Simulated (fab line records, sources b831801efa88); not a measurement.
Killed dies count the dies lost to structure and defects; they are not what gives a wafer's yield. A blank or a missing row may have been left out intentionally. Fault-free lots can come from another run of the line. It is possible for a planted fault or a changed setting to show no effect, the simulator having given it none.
fab line records -- flow gf180mcu -- part 1 of 2: steps 1 to 35 of 48
[record] lots = 5, wafers = 15, last-day = 34
route steps=602 shown MVPSD@88 VT_IMPLANT@90
lots untouched by any fault: they come from a run of this same line in which no faults occurred
start-h: the number of hours between the record's first day and the start of the first shown wafer of the lot -- wait-h: how many hours have passed since the lot's step before this one -- " unchanged from the row above -- L1.1+2: a single row standing in for several wafers -- - no value, or no start was given -- * or withheld: withheld -- < > ~ a bound
route shown NAME@n: a module of which the file shows steps, and the number in the route of the first -- usual: mean and standard deviation over wafers with no fault -- same: alike in all rows -- chamber/n: place in a boat -- sites: the reading at each site -- _std_site: standard deviation across them -- _edge_site: outer sites' mean less inner sites' -- radius-mm: how far each site lies from the wafer's centre -- mask NAME#n: copy n -- behind: the last tool/chamber to shape the wafer -- hold: reason for holding the lot/hours on hold/outcome of the hold -- device: which transistor (n, p or np) failed to switch -- end of line: tests run on the same wafers once the route is complete -- where a step has no rows: the recipe by itself -- killed: dies that structure and defects cost at the first sort, which is not the same as the wafer's yield -- map: a wafer's dies, marking killed ones x, the rest . and places with no die _
set.NAME: the setting that was run; set.NAME@STEP: the one run at that earlier step -- model.NAME: the simulator's own value behind a step, which no gauge read
lots seen at some steps along the route; tables by step, rows by wafer
services: a tool's chamber out of use, with start hour (start-h, from the record's first day; less than 0 if before it), hours out, and reason
[[steps]]
[step GF_MVPSD_STRIP_10]
[recipe] chemistry = O2/N2, power-w = 1400, pressure-mtorr = 1500, platen-temp-c = 250, o2-flow-sccm = 3000, n2-flow-sccm = 300, overash-fraction = 0.5
[usual] drypump-motor-current-A = 5.7/0.55, heater-power-w = 343/36, oes-product-au = 0.722/0.0046, strip-time-to-endpoint-s = 36.99/0.091
lot.wafer,tool,chamber,start-h,wait-h,drypump-motor-current-A,heater-power-w,oes-product-au,rf-hours-counter-h,strip-time-to-endpoint-s
L075.2,plasma-asher-03,0,102.75,0.1,5.3,430,0.724,48,36.92
L075.4,plasma-asher-03,0,102.75,0.1,5.3,437,0.719,-,36.92
L075.6,plasma-asher-03,1,102.75,0.1,5.7,363,0.719,-,36.93
L079.3,plasma-asher-01,1,129.89,0.1,6.1,345,0.725,-,36.80
L079.4,plasma-asher-01,0,129.89,0.1,5.0,327,0.728,-,37.05
L079.6,plasma-asher-01,0,129.89,0.1,5.0,327,0.715,-,36.86
L086.2,plasma-asher-04,1,168.61,0.1,5.2,307,0.730,58,37.24
L086.4,plasma-asher-04,1,168.61,0.1,5.2,302,0.734,-,37.14
L086.5,plasma-asher-04,1,168.61,0.1,5.2,305,0.717,-,37.23
L089.2,plasma-asher-04,0,187.15,0.1,6.4,327,0.725,60,37.06
L089.5,plasma-asher-04,0,187.15,0.1,6.5,327,0.717,-,37.06
L089.6,plasma-asher-04,1,187.15,0.1,5.3,295,0.724,-,37.04
L095.2,plasma-asher-01,0,222.20,0.1,5.0,333,0.719,39,36.98
L095.5,plasma-asher-01,0,222.20,0.1,5.0,329,0.724,-,36.99
L095.6,plasma-asher-01,1,222.20,0.1,6.1,351,0.723,-,36.90
[step GF_MVPSD_TW_MEAS_11]
[usual] MVPSD_TW = 556/5.5
lot.wafer,tool,chamber,start-h,wait-h,MVPSD_TW
L075.2,film-metro-04,-,102.86,0.1,558
L075.4,film-metro-04,-,102.86,0.1,561
L075.6,film-metro-04,-,102.86,0.1,556
L079.3,film-metro-03,-,129.98,0.1,551
L079.4,film-metro-03,-,129.98,0.1,550
L079.6,film-metro-03,-,129.98,0.1,549
L086.2,film-metro-03,-,168.72,0.1,549
L086.4,film-metro-03,-,168.72,0.1,547
L086.5,film-metro-03,-,168.72,0.1,551
L089.2,film-metro-04,-,187.29,0.1,563
L089.5,film-metro-04,-,187.29,0.1,565
L089.6,film-metro-04,-,187.29,0.1,561
L095.2,film-metro-03,-,222.31,0.1,551
L095.5,film-metro-03,-,222.31,0.1,552
L095.6,film-metro-03,-,222.31,0.1,552
[step GF_VT_IMPLANT_DEHYDRATE_00]
[recipe] temp-c = 200, time-s = 60
lot.wafer,tool,chamber,start-h,wait-h
L075.2+4+6,litho-track-04,0,108.84,6.0
L079.3+4+6,litho-track-04,0,136.87,6.9
L086.2+4+5,litho-track-01,0,175.93,7.2
L089.2+5+6,litho-track-04,0,195.14,7.8
L095.2+5+6,litho-track-02,0,230.89,8.6
[step GF_VT_IMPLANT_HMDS_01]
[recipe] prime-time-s = 60, prime-temp-c = 120
lot.wafer,tool,chamber,start-h,wait-h
L075.2+4+6,litho-track-04,0,108.99,0.1
L079.3+4+6,litho-track-04,0,137.02,0.1
L086.2+4+5,litho-track-01,0,176.08,0.1
L089.2+5+6,litho-track-04,0,195.29,0.1
L095.2+5+6,litho-track-02,0,231.04,0.1
[step GF_VT_IMPLANT_COAT_02]
[recipe] resist = NOVOLAK, spin-rpm = 3000, resist-thk-nm = 1000
lot.wafer,tool,chamber,start-h,wait-h
L075.2+4+6,litho-track-04,0,109.14,0.1
L079.3+4+6,litho-track-04,0,137.17,0.1
L086.2+4+5,litho-track-01,0,176.23,0.1
L089.2+5+6,litho-track-04,0,195.44,0.1
L095.2+5+6,litho-track-02,0,231.19,0.1
[step GF_VT_IMPLANT_SOFTBAKE_03]
[recipe] temp-c = 90, time-s = 60, resist = NOVOLAK
lot.wafer,tool,chamber,start-h,wait-h
L075.2+4+6,litho-track-04,0,109.29,0.1
L079.3+4+6,litho-track-04,0,137.32,0.1
L086.2+4+5,litho-track-01,0,176.38,0.1
L089.2+5+6,litho-track-04,0,195.59,0.1
L095.2+5+6,litho-track-02,0,231.34,0.1
[step GF_VT_IMPLANT_EXPOSE_04]
[recipe] mask-id = LVPWELL_LV_AREA, target-cd-nm = 600, na = 0.6, source-shape = conventional, sigma-outer = 0.6, dose-mj = 140
[same] na = 0.6
lot.wafer,tool,chamber,start-h,wait-h,mask
L075.2+4+6,iline-stepper-02,0,-,-,LVPWELL_LV_AREA#0
L079.3+4+6,iline-stepper-01,0,-,-,LVPWELL_LV_AREA#0
L086.2+4+5,iline-stepper-02,0,-,-,LVPWELL_LV_AREA#0
L089.2+5+6,iline-stepper-02,0,-,-,LVPWELL_LV_AREA#0
L095.2+5+6,iline-stepper-02,0,-,-,LVPWELL_LV_AREA#0
[step GF_VT_IMPLANT_PEB_05]
[recipe] temp-c = withheld, time-s = *, resist = NOVOLAK
lot.wafer,tool,chamber,start-h,wait-h
L075.2+4+6,litho-track-02,0,-,-
L079.3+4+6,litho-track-02,0,-,-
L086.2+4+5,litho-track-01,0,-,-
L089.2+5+6,litho-track-02,0,-,-
L095.2+5+6,litho-track-02,0,-,-
[step GF_VT_IMPLANT_DEVELOP_06]
[recipe] develop-time-s = 60, dev-temp-c = 23
lot.wafer,tool,chamber,start-h,wait-h
L075.2+4+6,litho-track-02,0,116.45,0.1
L079.3+4+6,litho-track-02,0,144.72,0.1
L086.2+4+5,litho-track-01,0,184.63,0.1
L089.2+5+6,litho-track-02,0,203.35,0.1
L095.2+5+6,litho-track-02,0,240.29,0.1
[step GF_VT_IMPLANT_OVL_MEAS_07]
[usual] VT_IMPLANT_OVL = 0.2/1.2
lot.wafer,tool,chamber,start-h,wait-h,VT_IMPLANT_OVL[nm]
L075.2,overlay-02,-,116.58,0.1,1.0
L075.4,overlay-02,-,116.58,0.1,1.1
L075.6,overlay-02,-,116.58,0.1,0.6
L079.3,overlay-01,-,144.83,0.1,3.4
L079.4,overlay-01,-,144.83,0.1,2.1
L079.6,overlay-01,-,144.83,0.1,2.2
L086.2,overlay-01,-,184.76,0.1,0.7
L086.4,overlay-01,-,184.76,0.1,0.9
L086.5,overlay-01,-,184.76,0.1,0.0
L089.2,overlay-02,-,203.48,0.1,0.8
L089.5,overlay-02,-,203.48,0.1,-1.4
L089.6,overlay-02,-,203.48,0.1,0.3
L095.2,overlay-02,-,240.43,0.1,0.7
L095.5,overlay-02,-,240.43,0.1,0.5
L095.6,overlay-02,-,240.43,0.1,0.9
[step GF_VT_IMPLANT_IMPLANT_08]
[recipe] species = BF2, energy-kev = 20, dose-cm2 = 8.29e+12, tilt-deg = 7
lot.wafer,tool,chamber,start-h,wait-h
L075.2+4+6,implanter-01,0,116.63,0.0
L079.3+4+6,implanter-01,0,144.91,0.1
L086.2+4+5,implanter-03,0,184.82,0.0
L089.2+5+6,implanter-02,0,203.53,0.0
L095.2+5+6,implanter-02,0,240.48,0.0
[step GF_VT_IMPLANT_STRIP_09]
[recipe] chemistry = O2/N2, power-w = 1400, pressure-mtorr = 1500, platen-temp-c = 250, o2-flow-sccm = 3000, n2-flow-sccm = 300, overash-fraction = 0.5
[usual] drypump-motor-current-A = 5.7/0.38, heater-power-w = 343/31, oes-product-au = 0.716/0.0047, strip-time-to-endpoint-s = 12.63/0.038
lot.wafer,tool,chamber,start-h,wait-h,drypump-motor-current-A,heater-power-w,oes-product-au,rf-hours-counter-h,strip-time-to-endpoint-s
L075.2,plasma-asher-02,0,116.76,0.1,6.1,317,0.723,40,12.67
L075.4,plasma-asher-02,1,116.76,0.1,5.6,335,0.715,-,12.62
L075.6,plasma-asher-02,0,116.76,0.1,6.1,321,0.707,-,12.63
L079.3,plasma-asher-02,1,145.04,0.1,5.6,324,0.713,-,12.63
L079.4,plasma-asher-02,0,145.04,0.1,6.1,324,0.717,-,12.62
L079.6,plasma-asher-02,1,145.04,0.1,5.6,327,0.721,-,12.65
L086.2,plasma-asher-04,1,184.94,0.1,5.3,303,0.718,60,12.59
L086.4,plasma-asher-04,1,184.94,0.1,5.3,300,0.721,-,12.62
L086.5,plasma-asher-04,1,184.94,0.1,5.2,303,0.721,-,12.65
L089.2,plasma-asher-02,1,203.66,0.1,5.6,329,0.720,50,12.62
L089.5,plasma-asher-02,1,203.66,0.1,5.6,341,0.715,-,12.64
L089.6,plasma-asher-02,0,203.66,0.1,6.0,310,0.724,-,12.62
L095.2,plasma-asher-02,0,240.61,0.1,6.1,315,0.711,53,12.67
L095.5,plasma-asher-02,1,240.61,0.1,5.6,330,0.720,-,12.66
L095.6,plasma-asher-02,0,240.61,0.1,6.1,322,0.722,-,12.69
[step GF_VT_IMPLANT_TW_MEAS_10]
[usual] VT_IMPLANT_TW = 566/5.9
lot.wafer,tool,chamber,start-h,wait-h,VT_IMPLANT_TW
L075.2,film-metro-01,-,116.87,0.1,572
L075.4,film-metro-01,-,116.87,0.1,574
L075.6,film-metro-01,-,116.87,0.1,568
L079.3,film-metro-01,-,145.13,0.1,573
L079.4,film-metro-01,-,145.13,0.1,572
L079.6,film-metro-01,-,145.13,0.1,574
L086.2,film-metro-03,-,185.05,0.1,561
L086.4,film-metro-03,-,185.05,0.1,559
L086.5,film-metro-03,-,185.05,0.1,561
L089.2,film-metro-03,-,203.77,0.1,566
L089.5,film-metro-03,-,203.77,0.1,563
L089.6,film-metro-03,-,203.77,0.1,564
L095.2,film-metro-02,-,240.72,0.1,559
L095.5,film-metro-02,-,240.72,0.1,557
L095.6,film-metro-02,-,240.72,0.1,558
[step GF_VT_IMPLANT_DEHYDRATE_11]
[recipe] temp-c = 200, time-s = 60
lot.wafer,tool,chamber,start-h,wait-h
L075.2+4+6,litho-track-01,0,123.03,6.2
L079.3+4+6,litho-track-02,0,152.02,6.9
L086.2+4+5,litho-track-02,0,192.95,7.9
L089.2+5+6,litho-track-02,0,211.55,7.8
L095.2+5+6,litho-track-01,0,248.53,7.8
[step GF_VT_IMPLANT_HMDS_12]
[recipe] prime-time-s = 60, prime-temp-c = 120
lot.wafer,tool,chamber,start-h,wait-h
L075.2+4+6,litho-track-01,0,123.18,0.1
L079.3+4+6,litho-track-02,0,152.17,0.1
L086.2+4+5,litho-track-02,0,193.10,0.1
L089.2+5+6,litho-track-02,0,211.70,0.1
L095.2+5+6,litho-track-01,0,248.68,0.1
[step GF_VT_IMPLANT_COAT_13]
[recipe] resist = NOVOLAK, spin-rpm = 3000, resist-thk-nm = 1000
lot.wafer,tool,chamber,start-h,wait-h
L075.2+4+6,litho-track-01,0,123.33,0.1
L079.3+4+6,litho-track-02,0,152.32,0.1
L086.2+4+5,litho-track-02,0,193.25,0.1
L089.2+5+6,litho-track-02,0,211.85,0.1
L095.2+5+6,litho-track-01,0,248.83,0.1
[step GF_VT_IMPLANT_SOFTBAKE_14]
[recipe] temp-c = 90, time-s = 60, resist = NOVOLAK
lot.wafer,tool,chamber,start-h,wait-h
L075.2+4+6,litho-track-01,0,123.48,0.1
L079.3+4+6,litho-track-02,0,152.47,0.1
L086.2+4+5,litho-track-02,0,193.40,0.1
L089.2+5+6,litho-track-02,0,212.00,0.1
L095.2+5+6,litho-track-01,0,248.98,0.1
[step GF_VT_IMPLANT_EXPOSE_15]
[recipe] mask-id = Nwell_LV_AREA, target-cd-nm = 860, na = 0.6, source-shape = conventional, sigma-outer = 0.6, dose-mj = 140
[same] na = 0.6
lot.wafer,tool,chamber,start-h,wait-h,mask
L075.2+4+6,iline-stepper-02,0,-,-,Nwell_LV_AREA#0
L079.3+4+6,iline-stepper-02,0,-,-,Nwell_LV_AREA#0
L086.2+4+5,iline-stepper-02,0,-,-,Nwell_LV_AREA#0
L089.2+5+6,iline-stepper-02,0,-,-,Nwell_LV_AREA#0
L095.2+5+6,iline-stepper-02,0,-,-,Nwell_LV_AREA#0
[step GF_VT_IMPLANT_PEB_16]
[recipe] temp-c = withheld, time-s = *, resist = NOVOLAK
lot.wafer,tool,chamber,start-h,wait-h
L075.2+4+6,litho-track-02,0,-,-
L079.3+4+6,litho-track-04,0,-,-
L086.2+4+5,litho-track-01,0,-,-
L089.2+5+6,litho-track-02,0,-,-
L095.2+5+6,litho-track-02,0,-,-
[step GF_VT_IMPLANT_DEVELOP_17]
[recipe] develop-time-s = 60, dev-temp-c = 23
lot.wafer,tool,chamber,start-h,wait-h
L075.2+4+6,litho-track-02,0,130.95,0.1
L079.3+4+6,litho-track-04,0,160.17,0.1
L086.2+4+5,litho-track-01,0,201.48,0.1
L089.2+5+6,litho-track-02,0,220.50,0.1
L095.2+5+6,litho-track-02,0,258.49,0.1
[step GF_VT_IMPLANT_OVL_MEAS_18]
[usual] VT_IMPLANT_01_OVL = 1.1/1.1
lot.wafer,tool,chamber,start-h,wait-h,VT_IMPLANT_01_OVL[nm]
L075.2,overlay-02,-,131.08,0.1,0.5
L075.4,overlay-02,-,131.08,0.1,0.0
L075.6,overlay-02,-,131.08,0.1,1.3
L079.3,overlay-01,-,160.28,0.1,2.3
L079.4,overlay-01,-,160.28,0.1,1.8
L079.6,overlay-01,-,160.28,0.1,2.3
L086.2,overlay-02,-,201.61,0.1,3.2
L086.4,overlay-02,-,201.61,0.1,2.0
L086.5,overlay-02,-,201.61,0.1,3.1
L089.2,overlay-01,-,220.63,0.1,2.3
L089.5,overlay-01,-,220.63,0.1,1.9
L089.6,overlay-01,-,220.63,0.1,2.0
L095.2,overlay-01,-,258.63,0.1,1.1
L095.5,overlay-01,-,258.63,0.1,2.8
L095.6,overlay-01,-,258.63,0.1,1.9
[step GF_VT_IMPLANT_IMPLANT_19]
[recipe] species = As, energy-kev = 100, dose-cm2 = 4.35e+12, tilt-deg = 7
lot.wafer,tool,chamber,start-h,wait-h
L075.2+4+6,implanter-01,0,131.13,0.0
L079.3+4+6,implanter-02,0,160.35,0.1
L086.2+4+5,implanter-03,0,201.67,0.0
L089.2+5+6,implanter-03,0,220.68,0.0
L095.2+5+6,implanter-03,0,258.68,0.0
[step GF_VT_IMPLANT_STRIP_20]
[recipe] chemistry = O2/N2, power-w = 1400, pressure-mtorr = 1500, platen-temp-c = 250, o2-flow-sccm = 3000, n2-flow-sccm = 300, overash-fraction = 0.5
[usual] drypump-motor-current-A = 5.8/0.48, heater-power-w = 337/32, oes-product-au = 0.716/0.0044, strip-time-to-endpoint-s = 12.63/0.033
lot.wafer,tool,chamber,start-h,wait-h,drypump-motor-current-A,heater-power-w,oes-product-au,rf-hours-counter-h,strip-time-to-endpoint-s
L075.2,plasma-asher-03,1,131.26,0.1,5.7,373,0.714,1,12.67
L075.4,plasma-asher-03,0,131.26,0.1,5.3,392,0.715,-,12.62
L075.6,plasma-asher-03,0,131.26,0.1,5.3,397,0.711,-,12.63
L079.3,plasma-asher-04,0,160.49,0.1,6.6,325,0.717,-,12.60
L079.4,plasma-asher-04,1,160.49,0.1,5.3,306,0.709,-,12.62
L079.6,plasma-asher-04,1,160.49,0.1,5.3,305,0.727,-,12.59
L086.2,plasma-asher-03,0,201.79,0.1,5.3,388,0.713,10,12.65
L086.4,plasma-asher-03,1,201.79,0.1,5.7,368,0.714,-,12.65
L086.5,plasma-asher-03,0,201.79,0.1,5.2,397,0.711,-,12.64
L089.2,plasma-asher-04,1,220.81,0.1,5.3,300,0.710,63,12.65
L089.5,plasma-asher-04,0,220.81,0.1,6.6,324,0.726,-,12.62
L089.6,plasma-asher-04,1,220.81,0.1,5.2,300,0.714,-,12.64
L095.2,plasma-asher-03,0,258.81,0.1,5.3,399,0.708,15,12.61
L095.5,plasma-asher-03,1,258.81,0.1,5.7,368,0.723,-,12.62
L095.6,plasma-asher-03,0,258.81,0.1,5.2,398,0.707,-,12.60
[step GF_VT_IMPLANT_TW_MEAS_21]
[usual] VT_IMPLANT_2_TW = 1217/13
lot.wafer,tool,chamber,start-h,wait-h,VT_IMPLANT_2_TW
L075.2,film-metro-03,-,131.37,0.1,1210
L075.4,film-metro-03,-,131.37,0.1,1205
L075.6,film-metro-03,-,131.37,0.1,1200
L079.3,film-metro-03,-,160.57,0.1,1202
L079.4,film-metro-03,-,160.57,0.1,1203
L079.6,film-metro-03,-,160.57,0.1,1198
L086.2,film-metro-01,-,201.90,0.1,1229
L086.4,film-metro-01,-,201.90,0.1,1232
L086.5,film-metro-01,-,201.90,0.1,1229
L089.2,film-metro-01,-,220.92,0.1,1228
L089.5,film-metro-01,-,220.92,0.1,1226
L089.6,film-metro-01,-,220.92,0.1,1226
L095.2,film-metro-03,-,258.92,0.1,1204
L095.5,film-metro-03,-,258.92,0.1,1209
L095.6,film-metro-03,-,258.92,0.1,1206
[step GF_VT_IMPLANT_DEHYDRATE_22]
[recipe] temp-c = 200, time-s = 60
lot.wafer,tool,chamber,start-h,wait-h
L075.2+4+6,litho-track-04,0,138.09,6.7
L079.3+4+6,litho-track-01,0,168.26,7.7
L086.2+4+5,litho-track-04,0,209.54,7.6
L089.2+5+6,litho-track-01,0,229.18,8.3
L095.2+5+6,litho-track-02,0,267.79,8.9
[step GF_VT_IMPLANT_HMDS_23]
[recipe] prime-time-s = 60, prime-temp-c = 120
lot.wafer,tool,chamber,start-h,wait-h
L075.2+4+6,litho-track-04,0,138.24,0.1
L079.3+4+6,litho-track-01,0,168.41,0.1
L086.2+4+5,litho-track-04,0,209.69,0.1
L089.2+5+6,litho-track-01,0,229.33,0.1
L095.2+5+6,litho-track-02,0,267.94,0.1
[step GF_VT_IMPLANT_COAT_24]
[recipe] resist = NOVOLAK, spin-rpm = 3000, resist-thk-nm = 1000
lot.wafer,tool,chamber,start-h,wait-h
L075.2+4+6,litho-track-04,0,138.39,0.1
L079.3+4+6,litho-track-01,0,168.56,0.1
L086.2+4+5,litho-track-04,0,209.84,0.1
L089.2+5+6,litho-track-01,0,229.48,0.1
L095.2+5+6,litho-track-02,0,268.09,0.1
[step GF_VT_IMPLANT_SOFTBAKE_25]
[recipe] temp-c = 90, time-s = 60, resist = NOVOLAK
lot.wafer,tool,chamber,start-h,wait-h
L075.2+4+6,litho-track-04,0,138.54,0.1
L079.3+4+6,litho-track-01,0,168.71,0.1
L086.2+4+5,litho-track-04,0,209.99,0.1
L089.2+5+6,litho-track-01,0,229.63,0.1
L095.2+5+6,litho-track-02,0,268.24,0.1
[step GF_VT_IMPLANT_EXPOSE_26]
[recipe] mask-id = LVPWELL_HV_AREA, target-cd-nm = 860, na = 0.6, source-shape = conventional, sigma-outer = 0.6, dose-mj = 140
[same] na = 0.6
lot.wafer,tool,chamber,start-h,wait-h,mask
L075.2+4+6,iline-stepper-01,0,-,-,LVPWELL_HV_AREA#0
L079.3+4+6,iline-stepper-02,0,-,-,LVPWELL_HV_AREA#0
L086.2+4+5,iline-stepper-02,0,-,-,LVPWELL_HV_AREA#0
L089.2+5+6,iline-stepper-01,0,-,-,LVPWELL_HV_AREA#0
L095.2+5+6,iline-stepper-01,0,-,-,LVPWELL_HV_AREA#0
[step GF_VT_IMPLANT_PEB_27]
[recipe] temp-c = withheld, time-s = *, resist = NOVOLAK
lot.wafer,tool,chamber,start-h,wait-h
L075.2+4+6,litho-track-02,0,-,-
L079.3+4+6,litho-track-04,0,-,-
L086.2+4+5,litho-track-02,0,-,-
L089.2+5+6,litho-track-01,0,-,-
L095.2+5+6,litho-track-02,0,-,-
[step GF_VT_IMPLANT_DEVELOP_28]
[recipe] develop-time-s = 60, dev-temp-c = 23
lot.wafer,tool,chamber,start-h,wait-h
L075.2+4+6,litho-track-02,0,146.65,0.1
L079.3+4+6,litho-track-04,0,176.12,0.1
L086.2+4+5,litho-track-02,0,218.65,0.1
L089.2+5+6,litho-track-01,0,238.93,0.1
L095.2+5+6,litho-track-02,0,277.74,0.1
[step GF_VT_IMPLANT_OVL_MEAS_29]
[usual] VT_IMPLANT_02_OVL = -0.8/1.3
lot.wafer,tool,chamber,start-h,wait-h,VT_IMPLANT_02_OVL[nm]
L075.2,overlay-02,-,146.78,0.1,-1.2
L075.4,overlay-02,-,146.78,0.1,-2.2
L075.6,overlay-02,-,146.78,0.1,-2.1
L079.3,overlay-01,-,176.23,0.1,0.0
L079.4,overlay-01,-,176.23,0.1,-0.1
L079.6,overlay-01,-,176.23,0.1,-1.2
L086.2,overlay-01,-,218.78,0.1,-2.3
L086.4,overlay-01,-,218.78,0.1,-1.7
L086.5,overlay-01,-,218.78,0.1,-1.6
L089.2,overlay-01,-,239.06,0.1,-1.3
L089.5,overlay-01,-,239.06,0.1,-0.8
L089.6,overlay-01,-,239.06,0.1,-2.3
L095.2,overlay-02,-,277.88,0.1,0.0
L095.5,overlay-02,-,277.88,0.1,-1.7
L095.6,overlay-02,-,277.88,0.1,-1.1
[step GF_VT_IMPLANT_IMPLANT_30]
[recipe] species = B, energy-kev = 25, dose-cm2 = 2.534e+12, tilt-deg = 7
lot.wafer,tool,chamber,start-h,wait-h
L075.2+4+6,implanter-02,0,146.83,0.0
L079.3+4+6,implanter-01,0,176.30,0.1
L086.2+4+5,implanter-03,0,218.83,0.0
L089.2+5+6,implanter-02,0,239.12,0.0
L095.2+5+6,implanter-02,0,277.93,0.0
[step GF_VT_IMPLANT_STRIP_31]
[recipe] chemistry = O2/N2, power-w = 1400, pressure-mtorr = 1500, platen-temp-c = 250, o2-flow-sccm = 3000, n2-flow-sccm = 300, overash-fraction = 0.5
[usual] drypump-motor-current-A = 5.8/0.45, heater-power-w = 331/26, oes-product-au = 0.716/0.004, strip-time-to-endpoint-s = 12.62/0.031
lot.wafer,tool,chamber,start-h,wait-h,drypump-motor-current-A,heater-power-w,oes-product-au,rf-hours-counter-h,strip-time-to-endpoint-s
L075.2,plasma-asher-02,1,146.96,0.1,5.6,319,0.718,43,12.63
L075.4,plasma-asher-02,0,146.96,0.1,6.1,322,0.712,-,12.62
L075.6,plasma-asher-02,0,146.96,0.1,6.1,324,0.710,-,12.60
L079.3,plasma-asher-03,0,176.44,0.1,5.3,383,0.715,-,12.66
L079.4,plasma-asher-03,1,176.44,0.1,5.7,377,0.724,-,12.66
L079.6,plasma-asher-03,0,176.44,0.1,5.3,395,0.716,-,12.67
L086.2,plasma-asher-03,1,218.96,0.1,5.7,370,0.721,11,12.61
L086.4,plasma-asher-03,0,218.96,0.1,5.4,396,0.714,-,12.55
L086.5,plasma-asher-03,1,218.96,0.1,5.7,378,0.716,-,12.60
L089.2,plasma-asher-02,0,239.24,0.1,6.1,319,0.716,53,12.56
L089.5,plasma-asher-02,1,239.24,0.1,5.6,334,0.719,-,12.62
L089.6,plasma-asher-02,0,239.24,0.1,6.1,314,0.722,-,12.58
L095.2,plasma-asher-04,0,278.06,0.1,6.5,330,0.718,69,12.62
L095.5,plasma-asher-04,1,278.06,0.1,5.3,304,0.716,-,12.63
L095.6,plasma-asher-04,0,278.06,0.1,6.5,330,0.708,-,12.59
[step GF_VT_IMPLANT_TW_MEAS_32]
[usual] VT_IMPLANT_3_TW = 269.0/2.7
lot.wafer,tool,chamber,start-h,wait-h,VT_IMPLANT_3_TW
L075.2,film-metro-01,-,147.07,0.1,274.2
L075.4,film-metro-01,-,147.07,0.1,274.8
L075.6,film-metro-01,-,147.07,0.1,274.1
L079.3,film-metro-03,-,176.52,0.1,266.8
L079.4,film-metro-03,-,176.52,0.1,268.1
L079.6,film-metro-03,-,176.52,0.1,266.2
L086.2,film-metro-01,-,219.10,0.1,272.9
L086.4,film-metro-01,-,219.10,0.1,272.3
L086.5,film-metro-01,-,219.10,0.1,271.9
L089.2,film-metro-01,-,239.35,0.1,272.2
L089.5,film-metro-01,-,239.35,0.1,272.1
L089.6,film-metro-01,-,239.35,0.1,271.7
L095.2,film-metro-03,-,278.17,0.1,266.2
L095.5,film-metro-03,-,278.17,0.1,264.5
L095.6,film-metro-03,-,278.17,0.1,265.6
